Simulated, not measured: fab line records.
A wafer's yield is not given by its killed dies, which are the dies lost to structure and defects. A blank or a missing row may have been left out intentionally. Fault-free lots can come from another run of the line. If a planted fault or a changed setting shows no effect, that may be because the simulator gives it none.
fab line records    flow gf180mcu
record: lots: 12  wafers: 36  lastDay: 34
route steps=602 shown STI@26 POLY_GATE@164 HV_LDD@195
lots that met no fault: from a run of the same line without faults
startH: start of the lot's first displayed wafer, in hours after the record's first day    waitH: hours from the lot's prior step to this one    " same as the row above    L1.1+2: a single row standing in for several wafers    - value missing, or start not given    * or withheld: withheld    < > ~ a bound
route shown NAME@n: NAME is a module with steps in the file, n the number in the route of the first one    usual: the fault-free wafers' mean and standard deviation    same: alike in all rows    chamber/n: place in a boat    sites: readings site by site    _std_site: standard deviation across them    _edge_site: mean of outer sites minus mean of inner sites    radiusMm: how far each site lies from the wafer's centre    mask NAME#n: copy n    behind: the last tool/chamber to shape the wafer    hold: reason for holding the lot/hours on hold/outcome of the hold    device: transistor that didn't switch, given as n, p or np    end of line: the same wafers' tests at the end of the route    step lacking rows: just its recipe    killed: dies that structure and defects cost at the first sort, which is not the same as the wafer's yield    map: dies across one wafer; x = killed, . = not, _ = none there
set.NAME: the setting as run; set.NAME@STEP: as run at that earlier step    model.NAME: the simulator's own value behind a step, which no gauge read
route steps across a sampled set of lots; one table per step, one row per wafer
services: from which hour (startH, from the record's first day; less than 0 if before it) a tool's chamber was out of use, for how many hours, and why
== steps ==
step: GF_STI_CMP_25
recipe: stopOn: Si3N4  tOverpolishS: 33  downForcePsi: 4  platenRpm: 60  targetThkNm: 524.6  padVelocityMS: 0.94248
usual: motorCurrentA: 12.6/2.1  overpolishRunS: 33.001/0.01  platenRpm: 60.00/0.039  timeToEndpointS: 123/3.4
lot.wafer  tool    chamber  startH  waitH  motorCurrentA  overpolishRunS  platenRpm  timeToEndpointS
L529.4     cmp-01  0        33.18   0.0    11.2           33.004          60.00      123
L529.6     "       0        "       "      11.5           33.002          60.03      130
L529.5     "       1        "       "      12.1           33.014          59.95      131
L531.1     cmp-02  0        43.53   0.1    10.9           33.012          60.03      122
L531.3     "       2        "       "      12.2           33.012          60.02      123
L531.5     "       3        "       "      13.9           32.994          60.00      122
L532.3     cmp-02  0        48.87   0.1    10.4           32.987          60.04      113
L532.6     "       3        "       "      12.7           33.007          60.02      119
L532.5     "       0        "       "      11.7           32.993          59.94      120
L534.2     cmp-01  0        58.53   0.1    10.8           32.996          60.02      125
L534.5     "       2        "       "      10.7           32.988          60.00      125
L534.6     "       3        "       "      11.9           33.003          60.01      124
L535.3     cmp-02  0        63.01   0.0    10.3           32.998          60.06      122
L535.2     "       2        "       "      11.7           32.990          60.06      122
L535.6     "       0        "       "      10.6           33.005          60.01      122
L538.1     cmp-01  2        79.50   0.1    11.6           33.012          60.03      122
L538.3     "       3        "       "      11.3           33.010          59.94      124
L538.2     "       1        "       "      11.8           32.994          60.10      122
L539.3     cmp-01  2        85.28   0.2    11.4           33.001          59.99      123
L539.6     "       3        "       "      11.7           33.005          60.04      126
L539.5     "       0        "       "      10.8           32.989          60.03      123
L544.4     cmp-02  2        111.15  0.0    11.5           33.022          60.04      125
L544.2     "       3        "       "      13.5           33.001          60.01      120
L544.5     "       3        "       "      13.4           33.015          59.99      119
L546.2     cmp-02  0        121.21  0.1    11.0           32.981          60.01      123
L546.4     "       3        "       "      13.3           32.991          60.03      129
L546.6     "       0        "       "      10.7           33.013          59.99      124
L549.1     cmp-02  1        136.60  0.1    16.7           33.002          60.08      124
L549.3     "       3        "       "      13.7           33.013          60.01      128
L549.6     "       1        "       "      17.1           32.980          60.06      125
L550.3     cmp-01  0        141.77  0.0    10.9           32.982          59.94      126
L550.4     "       1        "       "      11.6           32.999          59.98      123
L550.6     "       0        "       "      11.1           32.992          59.97      130
L551.1     cmp-01  1        145.76  0.1    11.2           33.031          60.02      123
L551.5     "       0        "       "      11.2           33.016          60.00      121
L551.6     "       1        "       "      11.7           32.995          60.00      124
step: GF_POLY_GATE_EXPOSE_07
recipe: maskId: Poly2  targetCdNm: 280  na: 0.68  sourceShape: conventional  sigmaOuter: 0.6  doseMj: 28
usual: focusOffsetNm: 0.0/0.53
same: sigmaOuter: 0.6
lot.wafer  tool           chamber  startH  waitH  mask        focusOffsetNm
L529.4     krfScanner-02  0        194.14  -      Poly2#0     -1.3
L529.5     "              0        "       "      Poly2#0     -0.4
L529.6     "              0        "       "      Poly2#0     -0.5
L531.1     krfScanner-01  0        210.07  -      Poly2#0     -0.1
L531.3     "              0        "       "      Poly2#0     -0.6
L531.5     "              0        "       "      Poly2#0     -0.6
L532.3     krfScanner-01  0        216.29  -      Poly2#0     0.3
L532.5     "              0        "       "      Poly2#0     -0.1
L532.6     "              0        "       "      Poly2#0     -0.2
L534.2     krfScanner-02  0        228.42  -      Poly2#0     -0.6
L534.5     "              0        "       "      Poly2#0     -0.6
L534.6     "              0        "       "      Poly2#0     -0.1
L535.2     krfScanner-01  0        236.54  -      Poly2#0     -0.4
L535.3     "              0        "       "      Poly2#0     0.0
L535.6     "              0        "       "      Poly2#0     0.6
L538.1     krfScanner-01  0        259.65  -      Poly2#0     0.1
L538.2     "              0        "       "      Poly2#0     -0.3
L538.3     "              0        "       "      Poly2#0     -0.2
L539.3     krfScanner-01  0        266.29  -      Poly2#0     0.1
L539.5     "              0        "       "      Poly2#0     -0.8
L539.6     "              0        "       "      Poly2#0     0.1
L544.2     krfScanner-02  0        302.85  -      Poly2#0     -0.1
L544.4     "              0        "       "      Poly2#0     0.4
L544.5     "              0        "       "      Poly2#0     0.6
L546.2     krfScanner-02  0        319.80  -      Poly2_R1#0  -0.8
L546.4     "              0        "       "      Poly2_R1#0  -0.5
L546.6     "              0        "       "      Poly2_R1#0  0.1
L549.1     krfScanner-01  0        336.68  -      Poly2#0     0.3
L549.3     "              0        "       "      Poly2#0     0.6
L549.6     "              0        "       "      Poly2#0     0.4
L550.3     krfScanner-01  0        341.74  -      Poly2#0     0.4
L550.4     "              0        "       "      Poly2#0     -0.1
L550.6     "              0        "       "      Poly2#0     0.8
L551.1     krfScanner-01  0        349.95  -      Poly2#0     -0.6
L551.5     "              0        "       "      Poly2#0     -0.6
L551.6     "              0        "       "      Poly2#0     0.0
step: GF_POLY_GATE_CD_MEAS_10
recipe: targetCdNm: 280
usual: cdNm: 279.8/1.1
lot.wafer  tool      chamber  startH  waitH  cdNm
L529.4     cdSem-02  -        202.52  0.1    279.9
L529.5     "         -        "       "      280.6
L529.6     "         -        "       "      280.7
L531.1     cdSem-01  -        218.46  0.1    281.5
L531.3     "         -        "       "      282.6
L531.5     "         -        "       "      281.3
L532.3     cdSem-02  -        224.84  0.1    279.7
L532.5     "         -        "       "      279.3
L532.6     "         -        "       "      279.5
L534.2     cdSem-01  -        237.49  0.2    280.8
L534.5     "         -        "       "      279.9
L534.6     "         -        "       "      280.8
L535.2     cdSem-01  -        246.02  0.1    278.3
L535.3     "         -        "       "      279.2
L535.6     "         -        "       "      278.5
L538.1     cdSem-02  -        268.70  0.1    278.6
L538.2     "         -        "       "      278.9
L538.3     "         -        "       "      280.5
L539.3     cdSem-01  -        275.79  0.1    279.2
L539.5     "         -        "       "      278.5
L539.6     "         -        "       "      278.4
L544.2     cdSem-02  -        312.77  0.1    277.3
L544.4     "         -        "       "      278.2
L544.5     "         -        "       "      278.0
L546.2     cdSem-01  -        330.37  0.1    267.0
L546.4     "         -        "       "      266.7
L546.6     "         -        "       "      266.8
L549.1     cdSem-02  -        347.10  0.1    280.3
L549.3     "         -        "       "      280.1
L549.6     "         -        "       "      279.9
L550.3     cdSem-01  -        352.79  0.1    279.0
L550.4     "         -        "       "      279.1
L550.6     "         -        "       "      280.0
L551.1     cdSem-01  -        360.96  0.2    279.2
L551.5     "         -        "       "      278.7
L551.6     "         -        "       "      279.3
step: GF_POLY_GATE_STRIP_14
recipe: chemistry: O2/N2  powerW: 1400  pressureMtorr: 1500  platenTempC: 250  o2FlowSccm: 3000  n2FlowSccm: 300  overashFraction: 0.5
usual: drypumpMotorCurrentA: 6.1/0.31  heaterPowerW: 356/28  o2FlowSccm: 3000/8.9  oesProductAu: 0.505/0.0047
lot.wafer  tool            chamber  startH  waitH  drypumpMotorCurrentA  heaterPowerW  o2FlowSccm  oesProductAu  rfHoursCounterH
L529.4     plasmaAsher-04  0        202.75  0.1    5.8                   346           3000        0.501         -
L529.5     "               0        "       "      5.9                   345           3010        0.501         -
L529.6     "               1        "       "      6.0                   407           3009        0.506         -
L531.1     plasmaAsher-02  1        218.72  0.0    6.1                   377           2996        0.506         41
L531.3     "               1        "       "      6.1                   380           3006        0.506         -
L531.5     "               0        "       "      5.9                   336           2995        0.498         -
L532.3     plasmaAsher-01  0        225.10  0.1    6.6                   317           3008        0.501         -
L532.5     "               1        "       "      5.8                   363           3009        0.505         -
L532.6     "               0        "       "      6.6                   320           3002        0.502         -
L534.2     plasmaAsher-01  1        237.73  0.0    5.8                   353           2999        0.507         12
L534.5     "               0        "       "      6.6                   314           2997        0.495         -
L534.6     "               1        "       "      5.8                   356           3009        0.507         -
L535.2     plasmaAsher-04  1        246.27  0.0    6.0                   402           2999        0.507         60
L535.3     "               0        "       "      5.9                   344           2995        0.502         -
L535.6     "               0        "       "      5.9                   336           3001        0.514         -
L538.1     plasmaAsher-04  1        268.96  0.0    6.0                   411           2987        0.509         63
L538.2     "               0        "       "      5.8                   346           2994        0.502         63
L538.3     "               0        "       "      5.8                   349           2998        0.501         -
L539.3     plasmaAsher-01  0        276.05  0.1    6.7                   315           2996        0.503         -
L539.5     "               1        "       "      5.8                   347           2998        0.507         -
L539.6     "               0        "       "      6.7                   322           2979        0.504         -
L544.2     plasmaAsher-01  1        313.01  0.0    5.8                   347           3003        0.508         20
L544.4     "               1        "       "      5.8                   363           3007        0.513         -
L544.5     "               0        "       "      6.7                   312           2999        0.511         -
L546.2     plasmaAsher-04  0        330.62  0.0    5.9                   342           3008        0.501         69
L546.4     "               0        "       "      5.8                   350           3008        0.505         -
L546.6     "               1        "       "      6.0                   410           3004        0.498         -
L549.1     plasmaAsher-01  1        347.37  0.0    5.8                   361           2999        0.502         24
L549.3     "               1        "       "      5.8                   356           2988        0.507         -
L549.6     "               1        "       "      5.8                   362           2997        0.494         -
L550.3     plasmaAsher-04  0        353.04  0.1    5.9                   347           3007        0.504         -
L550.4     "               1        "       "      6.0                   404           3003        0.513         -
L550.6     "               0        "       "      5.9                   337           3002        0.503         -
L551.1     plasmaAsher-02  0        361.22  0.0    5.9                   346           3007        0.493         54
L551.5     "               1        "       "      6.1                   378           3020        0.506         -
L551.6     "               0        "       "      5.9                   344           2999        0.496         -
step: GF_HV_LDD_CD_MEAS_19
recipe: targetCdNm: 400
usual: cdNm: 400.1/1.9
lot.wafer  tool      chamber  startH  waitH  cdNm
L529.4     cdSem-02  -        240.50  0.1    400.1
L529.5     "         -        "       "      400.3
L529.6     "         -        "       "      401.0
L531.1     cdSem-01  -        258.44  0.1    398.9
L531.3     "         -        "       "      400.1
L531.5     "         -        "       "      401.4
L532.3     cdSem-02  -        265.48  0.1    398.1
L532.5     "         -        "       "      397.7
L532.6     "         -        "       "      400.4
L534.2     cdSem-01  -        277.46  0.1    398.0
L534.5     "         -        "       "      397.0
L534.6     "         -        "       "      397.8
L535.2     cdSem-02  -        286.36  0.1    400.0
L535.3     "         -        "       "      400.9
L535.6     "         -        "       "      400.6
L538.1     cdSem-02  -        310.85  0.1    401.4
L538.2     "         -        "       "      401.4
L538.3     "         -        "       "      402.1
L539.3     cdSem-02  -        319.09  0.1    399.8
L539.5     "         -        "       "      399.3
L539.6     "         -        "       "      399.3
L544.2     cdSem-01  -        357.02  0.1    398.9
L544.4     "         -        "       "      399.0
L544.5     "         -        "       "      398.9
L546.2     cdSem-02  -        377.02  0.1    401.8
L546.4     "         -        "       "      403.6
L546.6     "         -        "       "      400.9
L549.1     cdSem-02  -        394.00  0.1    400.6
L549.3     "         -        "       "      398.8
L549.6     "         -        "       "      399.3
L550.3     cdSem-02  -        399.63  0.1    399.5
L550.4     "         -        "       "      400.1
L550.6     "         -        "       "      399.2
L551.1     cdSem-02  -        408.95  0.1    401.2
L551.5     "         -        "       "      401.2
L551.6     "         -        "       "      399.5
== services ==
tool           chamber  startH  hours  kind
cmp-02         -        11.24   0.9    repair
cmp-01         -        16.24   2.7    repair
krfScanner-01  -        21.61   1.0    pm
cmp-01         -        51.52   0.8    repair
cmp-02         -        64.00   4.0    pm
cmp-01         -        69.20   6.4    pm
krfScanner-01  -        82.19   0.8    pm
cmp-01         -        103.14  0.8    repair
krfScanner-01  -        132.78  0.3    repair
krfScanner-01  -        139.45  1.3    pm
krfScanner-01  -        161.50  1.9    repair
cmp-02         -        168.82  0.8    repair
cmp-02         -        169.48  1.4    repair
cmp-02         -        170.27  0.7    repair
cmp-01         -        178.20  0.8    repair
krfScanner-01  -        182.79  0.2    repair
krfScanner-01  -        190.61  1.0    pm
krfScanner-01  -        225.60  4.0    pm
krfScanner-01  -        231.35  3.6    pm
krfScanner-01  -        237.21  1.5    repair
krfScanner-01  -        256.70  0.8    pm
krfScanner-01  -        293.71  1.0    pm
krfScanner-01  -        315.35  1.3    pm
krfScanner-01  -        359.61  1.0    pm
== key ==
firstSign: step: GF_POLY_GATE_EXPOSE_07  reading: mask  direction: changed
effect: step: GF_POLY_GATE_CD_MEAS_10  reading: cdNm  direction: down  sigmas: 12  usual: 279.8  struck: 266.8
metAt GF_POLY_GATE_EXPOSE_07
struckLots L546
testerLeftOut L546
notActingAt GF_STI_CMP_25,GF_POLY_GATE_STRIP_14,GF_HV_LDD_CD_MEAS_19
onsetBetween 302.85 319.80
fault: kind: wrongMask  tool: any  chamber: -  onsetH: 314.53  steps: GF_POLY_GATE_EXPOSE_07  auxCopy: Poly2_R1#0  cdOffsetNm: -14  scope: struckLotsOnly
testerLeftOut: of these lots the tester's yield and bins aren't shown, on N5 and GAA mostly nor the transistor test; their killed dies are dies lost to structure and defects alone, not to doping, threshold or leakage, so they don't give the yield
